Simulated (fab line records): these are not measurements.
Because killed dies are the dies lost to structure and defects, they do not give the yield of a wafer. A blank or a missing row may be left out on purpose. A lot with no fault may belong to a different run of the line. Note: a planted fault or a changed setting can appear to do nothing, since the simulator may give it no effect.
Problem report, 8D (eight disciplines) form, completed by code	flow sky130	the parts of the form that need people (team, actions taken, sign-off) are left out

== 1. WHAT IS WRONG ==
cathode_dc_power_W at SKY_VIA3_SPUTTER_20 reads a mean of 3589.9 W on 9 wafers of 3 lots; wafers without a fault read 4000.1 W with a standard deviation of 0.72. That is -99 or more standard deviations from the usual mean.
The step: material TiN, target thk 20 nm, time 80 s.
First seen on wafer L686.1, day 42 21:37, on pvd_sputter-04. At this step, 21 wafers from 7 lots have a number in the record. Rule for "out", or "out of limits": more than 4 standard deviations from the usual mean. Any other wafer with a number is counted as sound.

== 2. WHAT IT IS, WHAT IT ISN'T ==
question	is	is not
which readings at this step	cathode_dc_power_W	throttle_valve_pct
which lots	L686, L687, L688	L678, L681, L697, L699
which wafers of those lots	all that have a number	-
read on which tools	pvd_sputter-04	pvd_sputter-01, pvd_sputter-03
when	from day 42 21:37	up to then (6 sound wafers); but 6 sound wafers of L697, L699 came after

== 3. SUSPECTS, AND WHAT RULES EACH OUT ==
Counting: a tool at a process step up to the reading stays a suspect if it ran every lot that is out and no sound lot after the first of them.
- pvd_sputter-04 at SKY_VIA3_SPUTTER_20 (material TiN, target thk 20 nm, time 80 s): kept. It ran every lot that is out, first L686 (day 42 21:37), and no sound lot after that; its last sound lot up to then is L681 (day 40 23:02). Out on those wafers are its own readings of cathode_dc_power_W.
After counting, what remains is pvd_sputter-04 at SKY_VIA3_SPUTTER_20.

== 4. THE CAUSE (what the simulator had put in) ==
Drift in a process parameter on pvd_sputter-04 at SKY_VIA3_SPUTTER_20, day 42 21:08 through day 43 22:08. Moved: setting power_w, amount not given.
This tool alone remained once counting was done.

== 5. THE CHAIN OF EFFECTS, in route order ==
Rows list readings where the struck wafers' mean (over those with a number) sits beyond 3 standard deviations from the usual. Readings are gone through only where the record gives a usual standard deviation; hours: the median, over the lots, of the time from a lot's start at the first step in this table giving one to that lot's start at this step; sigmas: the change measured in usual standard deviations.
hours	step	reading	usual	on struck wafers	change	sigmas
0	SKY_VIA3_SPUTTER_20	cathode_dc_power_W	4000.1 W	3589.9	-410.2	-99 or more
Process steps it contains:
- SKY_VIA3_SPUTTER_20: material TiN, target thk 20 nm, time 80 s.

== 6. HOW IT WOULD HAVE BEEN CAUGHT EARLIER ==
First out-of-limits reading in this record: day 42 21:37, which is 0 hours after fault onset at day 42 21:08.
